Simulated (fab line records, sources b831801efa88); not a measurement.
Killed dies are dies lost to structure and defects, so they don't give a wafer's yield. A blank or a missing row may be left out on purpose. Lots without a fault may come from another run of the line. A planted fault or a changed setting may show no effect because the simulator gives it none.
A struck lot beside a sound one | flow sky130 | 17 steps out of a route of 708
Sound: wafers L616.1, L616.2, L616.3. Struck: wafer L606.6. (L606.1 of the same lot was not struck and is left out.) The cause comes at the end.
At each step with rows: each side's tool, then ch and its chambers, then its first start. Under that, the readings that differ: sound wafers | struck wafers | difference of the means | sigmas: that difference in standard deviations of wafers without a fault.
alike: readings whose means differ by less than 2 such deviations, and words and numbers that are the same on both sides. not compared: withheld readings, readings that some wafer has no value for, bounds like >300 that may hide the same value, and numbers for which the record gives no deviation and whose values overlap.
The two part at a step that has a row with sigmas, a row that says differs or no value, or rows on one side only. Numbers that don't overlap but have no deviation are shown without sigmas and don't part them. A reading that every wafer of one side lacks parts them only if that side has two wafers or more.

SKY_LOCAL_INTERCONNECT_RS_MEAS_01: measures by four-point-probe.
  sound on film_metro-02, day 35 14:03; struck on film_metro-03, day 31 08:08
  reading                            | sound             | struck | difference | sigmas
  LOCAL_INTERCONNECT_TIN_RS (ohm/sq) | 14.02 14.20 13.95 | 14.68  | +0.62      | +3
SKY_LOCAL_INTERCONNECT_THK_MEAS_02: measures by xrf.
  sound on film_metro-02, day 35 14:10; struck on film_metro-03, day 31 08:16
  reading                         | sound            | struck | difference | sigmas
  LOCAL_INTERCONNECT_TIN_THK (nm) | 100.1 98.9 101.1 | 97.4   | -2.6       | -2
then, 8 steps without rows for these wafers: SKY_LOCAL_INTERCONNECT_DEHYDRATE_03 (time 60 s); SKY_LOCAL_INTERCONNECT_HMDS_04 (prime time 60 s); SKY_LOCAL_INTERCONNECT_COAT_05 (resist thk 60 nm); SKY_LOCAL_INTERCONNECT_COAT_06 (resist thk 450 nm); SKY_LOCAL_INTERCONNECT_SOFTBAKE_07 (time 90 s); SKY_LOCAL_INTERCONNECT_EXPOSE_08 (exposes mask LI1M, target cd 170 nm); SKY_LOCAL_INTERCONNECT_PEB_09; SKY_LOCAL_INTERCONNECT_DEVELOP_10 (develop time 60 s).
SKY_LOCAL_INTERCONNECT_CD_MEAS_11: target cd 170 nm.
  sound on cd_sem-02, day 36 14:14; struck on cd_sem-01, day 32 11:24
  reading    | sound             | struck | difference | sigmas
  cd_nm (nm) | 168.6 168.5 167.6 | 172.8  | +4.6       | +3
SKY_LOCAL_INTERCONNECT_OVL_MEAS_12:
  sound on overlay-01, day 36 14:21; struck on overlay-02, day 32 11:31
  reading                     | sound   | struck | difference | sigmas
  LOCAL_INTERCONNECT_OVL (nm) | 5 12 12 | -2     | -12        | -2
SKY_LOCAL_INTERCONNECT_ETCH_13: etches BARC in N2/H2, stops on SiO2, time 45.9 s, target depth 60 nm.
  sound on rie_metal-01 ch 0,1, day 36 14:23; struck on rie_metal-01 ch 0, day 32 11:34
  reading                                                   | sound             | struck | difference | sigmas
  oes_product_au (a.u.)                                     | 0.860 0.856 0.844 | 0.833  | -0.020     | -5
  model.KrF-thick_of_LOCAL_INTERCONNECT_COAT_06.thk_nm (nm) | 393.9 391.8 394.8 | 405.7  | +12.2      |
  model.etch.depth_nm (nm)                                  | 59.85 60 60.01    | 56.42  | -3.53      |
  alike: drypump_motor_current_A, throttle_valve_pct
  not compared: rf_hours_counter_h
SKY_LOCAL_INTERCONNECT_METAL_ETCH_14: etches TiN in Cl2/BCl3, stops on PSG, target depth 110 nm, time 31.4 s.
  sound on rie_metal-01 ch 0,1, day 36 14:27; struck on rie_metal-01 ch 0, day 32 11:37
  reading                                                   | sound                | struck | difference | sigmas
  oes_product_au (a.u.)                                     | 0.952 0.945 0.945    | 0.899  | -0.048     | -5
  throttle_valve_pct (%)                                    | 21.893 21.908 21.897 | 21.929 | +0.030     | +3
  model.KrF-thick_of_LOCAL_INTERCONNECT_COAT_06.thk_nm (nm) | 351 346.5 351.8      | 361.3  | +11.5      |
  alike: drypump_motor_current_A
  not compared: rf_hours_counter_h
SKY_LOCAL_INTERCONNECT_STRIP_15: strips in O2/N2.
  sound on plasma_asher-02 ch 0,1, day 36 14:30; struck on plasma_asher-01 ch 0, day 32 11:40
  reading                      | sound             | struck | difference | sigmas
  oes_product_au (a.u.)        | 0.421 0.428 0.421 | 0.433  | +0.010     | +2
  strip_time_to_endpoint_s (s) | 4.755 4.698 4.758 | 4.859  | +0.122     | +4
  alike: drypump_motor_current_A
  not compared: rf_hours_counter_h
then, 1 step without rows for these wafers: SKY_LOCAL_INTERCONNECT_STRIP_16 (strips in post etch residue remover, time 1200 s).
-- the record jumps here: 15 days lie between the struck wafers' starts before and after (it left off in module LOCAL_INTERCONNECT and takes up again in module PAD_OPEN, whose first step shown is number 708 of the route) --
SKY_PAD_OPEN_PROBE_99:
  sound on prober-01, day 50 05:16; struck on prober-02, day 47 06:03
  reading            | sound    | struck | difference | sigmas
  killed_at_contacts | 21 21 24 | 34     | +12        | +2
  killed_dies        | 82 76 80 | 102    | +23        | +3
  alike: killed_at_M0_to_M3, killed_at_M4_up, killed_at_front_end, killed_at_other, killed_open, killed_short

WHERE THEY PART
First at SKY_LOCAL_INTERCONNECT_RS_MEAS_01; last, within this record, at SKY_PAD_OPEN_PROBE_99.

WHY: what the simulator had put in
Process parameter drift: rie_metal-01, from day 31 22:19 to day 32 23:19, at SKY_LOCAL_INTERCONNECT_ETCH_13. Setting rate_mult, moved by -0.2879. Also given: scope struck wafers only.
